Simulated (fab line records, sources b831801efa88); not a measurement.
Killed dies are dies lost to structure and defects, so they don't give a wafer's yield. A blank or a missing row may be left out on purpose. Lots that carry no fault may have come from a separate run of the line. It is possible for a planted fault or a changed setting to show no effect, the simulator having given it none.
Which tool was responsible?	flow gf180mcu	42 wafers from 14 lots sampled at 2 of the route's 602 steps

WHAT THE GAUGES READ, wafer by wafer
GF_V5_OVL_MEAS_15.
lot	measured	on	V5_OVL (nm)
L608	day 27 10:20	overlay-02	-7 -4 -10
L609	day 27 13:26	overlay-01	-3 0 -2
L610	day 27 22:27	overlay-02	0 4 4
L611	day 28 03:17	overlay-01	0 1 -1
L612	day 28 11:14	overlay-01	6 7 9
L613	day 28 13:36	overlay-01	-3 1 3
L614	day 29 04:10	overlay-02	3 3 -3
L617	day 29 22:54	overlay-01	-6 2 5
L618	day 30 14:55	overlay-02	-1 1 -2
L619	day 30 17:42	overlay-01	-9 -14 -12
L623	day 31 22:55	overlay-01	6 2 5
L625	day 32 05:40	overlay-01	6 0 0
L626	day 32 11:33	overlay-01	-2 -4 -2
L629	day 33 02:37	overlay-01	1 -6 -5

WHAT TOOL EACH LOT RAN ON (gives the tool, then ch and the chambers of the sampled wafers, and finally the start)
lot	GF_STI_OXIDATION_21
L608	furnace-01 ch 0, day 2 02:59
L609	furnace-01 ch 0, day 2 09:51
L610	furnace-01 ch 0, day 2 16:05
L611	furnace-02 ch 0, day 2 18:21
L612	furnace-01 ch 0, day 2 23:18
L613	furnace-02 ch 0, day 3 03:31
L614	furnace-02 ch 0, day 3 09:44
L617	furnace-02 ch 0, day 4 00:44
L618	furnace-01 ch 0, day 4 06:10
L619	furnace-02 ch 0, day 4 13:39
L623	furnace-02 ch 0, day 5 10:29
L625	furnace-01 ch 0, day 5 18:53
L626	furnace-02 ch 0, day 5 21:55
L629	furnace-01 ch 0, day 6 15:14
- GF_STI_OXIDATION_21: stabilise 600 s, purge 300 s, target thk 15 nm.

AS READ BY THE TOOLS THEMSELVES (means over the sampled wafers that have a number; for cases with no such wafer, the mark the record gives instead)
GF_STI_OXIDATION_21.
lot	tool	zone_power_lower_pct (%)
L608	furnace-01	22.7
L609	furnace-01	22.4
L610	furnace-01	22.8
L611	furnace-02	18.9
L612	furnace-01	22.4
L613	furnace-02	18.6
L614	furnace-02	19.1
L617	furnace-02	18.9
L618	furnace-01	22.5
L619	furnace-02	18.7
L623	furnace-02	19.0
L625	furnace-01	22.8
L626	furnace-02	18.6
L629	furnace-01	22.7

THE ANSWER, worked out from the rows above alone
Rule: the lots themselves supply what counts as usual. The widest of any qualifying gaps counts: lots, ordered by their means at a reading, are off when they make up no more than a third of the lots, leave a main group of 4 or more, and stand apart from it by 3 or more times the standard deviation of that group's means. A main group is skipped when, at the precision printed for the reading in the tables above, its means are all equal. Also off: a lot with no number at a reading for which 4 or more lots have one. Any other lot the step has rows for is counted as sound. First the gauges in route order, then the tools' own readings, where a lot's mean is used as printed above. At the first step where some lot is off, the reading lying furthest off is the one used; lots without a number count as furthest.
No lot is off at any reading shown: from this, nothing can be told.

WHAT THE SIMULATOR PUT IN
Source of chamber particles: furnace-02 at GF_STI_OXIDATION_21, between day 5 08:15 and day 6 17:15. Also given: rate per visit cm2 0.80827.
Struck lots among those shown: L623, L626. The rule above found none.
